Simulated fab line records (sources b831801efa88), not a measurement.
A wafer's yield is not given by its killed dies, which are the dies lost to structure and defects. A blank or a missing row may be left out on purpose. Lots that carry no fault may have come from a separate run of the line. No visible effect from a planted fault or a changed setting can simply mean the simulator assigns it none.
A lot that was struck, set against a sound lot | flow sky130 | 15 out of 708 route steps
Sound: wafers L530.2, L530.4, L530.6. Struck: wafer L534.2 (left out: L534.1, a lot-mate that was not struck); the cause follows at the end.
Each step with rows lists, per side, the tool, then ch with its chambers, then its first start. Under that, the readings that differ: sound wafers | struck wafers | difference of the means | sigmas: that difference in standard deviations of wafers without a fault.
alike: same words and numbers on both sides, and readings whose means sit less than 2 such deviations apart. not compared: any withheld reading, any reading some wafer has no value for, any bound like >300 that may hide the same value, and any number with overlapping values for which the record gives no deviation.
Wherever a step has rows on one side only, a row that says differs or no value, or a row with sigmas, the two part there. Non-overlapping numbers with no deviation appear without sigmas and do not part them. A reading that every wafer of one side lacks parts them only if that side has two wafers or more.

first, 4 steps without rows for these wafers: SKY_VIA3_STRIP_17 (strips in post etch residue remover, time 1200 s); SKY_VIA3_CLEAN_18 (cleans in IPA, time 180 s); SKY_VIA3_CLEAN_19 (cleans in O3/DIW); SKY_VIA3_SPUTTER_20 (material TiN, target thk 20 nm, time 80 s).
SKY_VIA3_CVD_21: deposits W, target thk 390 nm, time 117.31 s.
  sound on cvd-w-02 ch 0,1, day 41 16:53; struck on cvd-w-02 ch 1, day 42 13:46
  alike: heater-power-outer-w, heater-power-w
SKY_VIA3_RS_MEAS_22: the measuring method here is four-point-probe.
  struck on film-metro-01, day 42 13:53; sound on film-metro-03, day 41 17:02
  alike: VIA3_W_RS
SKY_VIA3_THK_MEAS_23: measures by xrf.
  struck on film-metro-01, day 42 14:01; sound on film-metro-03, day 41 17:08
  alike: VIA3_W_THK
then, 2 steps without rows for these wafers: SKY_VIA3_CMP_24 (polishes, stops on SiO2, t overpolish 20 s, target thk 0 nm); SKY_METAL4_SPUTTER_00 (material Ti, target thk 15 nm, time 10 s).
SKY_METAL4_SPUTTER_01: material TiN, target thk 20 nm, time 16.7 s.
  struck on pvd-sputter-03, day 42 14:23; sound on pvd-sputter-03, day 41 17:31
  alike: throttle-valve-pct
SKY_METAL4_SPUTTER_02: material AlCu, target thk 735 nm, time 39.1 s.
  struck on pvd-sputter-03, day 42 14:25; sound on pvd-sputter-03, day 41 17:32
  alike: throttle-valve-pct
SKY_METAL4_SPUTTER_03: material Ti, target thk 5 nm, time 3.3 s.
  struck on pvd-sputter-03, day 42 14:28; sound on pvd-sputter-03, day 41 17:35
  alike: throttle-valve-pct
SKY_METAL4_SPUTTER_04: material TiN, target thk 70 nm, time 58.3 s.
  struck on pvd-sputter-03, day 42 14:28; sound on pvd-sputter-03, day 41 17:36
  reading                                    | sound             | struck | difference | sigmas
  model.TiN_of_METAL4_SPUTTER_04.thk-nm (nm) | 69.77 70.18 69.45 | 92.49  | +22.69     |
  alike: throttle-valve-pct
SKY_CAP2M_CVD_00: deposits SiO2, target thk 15.5 nm.
  sound on pecvd-02 ch 0,2, day 41 17:39; struck on pecvd-01 ch 2, day 42 14:31
  alike: heater-power-outer-w, heater-power-w
-- the record jumps here: 6 days lie between the struck wafers' starts before and after (it left off in module CAP2M and takes up again in module PAD_OPEN, whose first step shown is number 708 of the route) --
SKY_PAD_OPEN_PROBE_99:
  struck on prober-01, day 48 05:10; sound on prober-01, day 47 11:05
  reading                       | sound                | struck | difference | sigmas
  killed-at-front-end           | 8 13 10              | 32     | +22        | +5
  killed-short                  | 28 40 41             | 54     | +18        | +3
  model.etest.via4-chain.rc-ohm | 0.8072 0.8202 0.7694 | 0.8387 | +0.0398    |
  alike: defect-limited-yield, killed_at_M0_to_M3, killed_at_M4_up, killed-at-contacts, killed-at-other, killed-dies, killed-open, sort_bin_3_pad_short, sort_bin_5_function, sort_bin_6_memory, sort-n-pass, sort-yield-pct

== WHERE THEY PART ==
SKY_PAD_OPEN_PROBE_99 only, going by this record.

WHY: what the simulator had put in
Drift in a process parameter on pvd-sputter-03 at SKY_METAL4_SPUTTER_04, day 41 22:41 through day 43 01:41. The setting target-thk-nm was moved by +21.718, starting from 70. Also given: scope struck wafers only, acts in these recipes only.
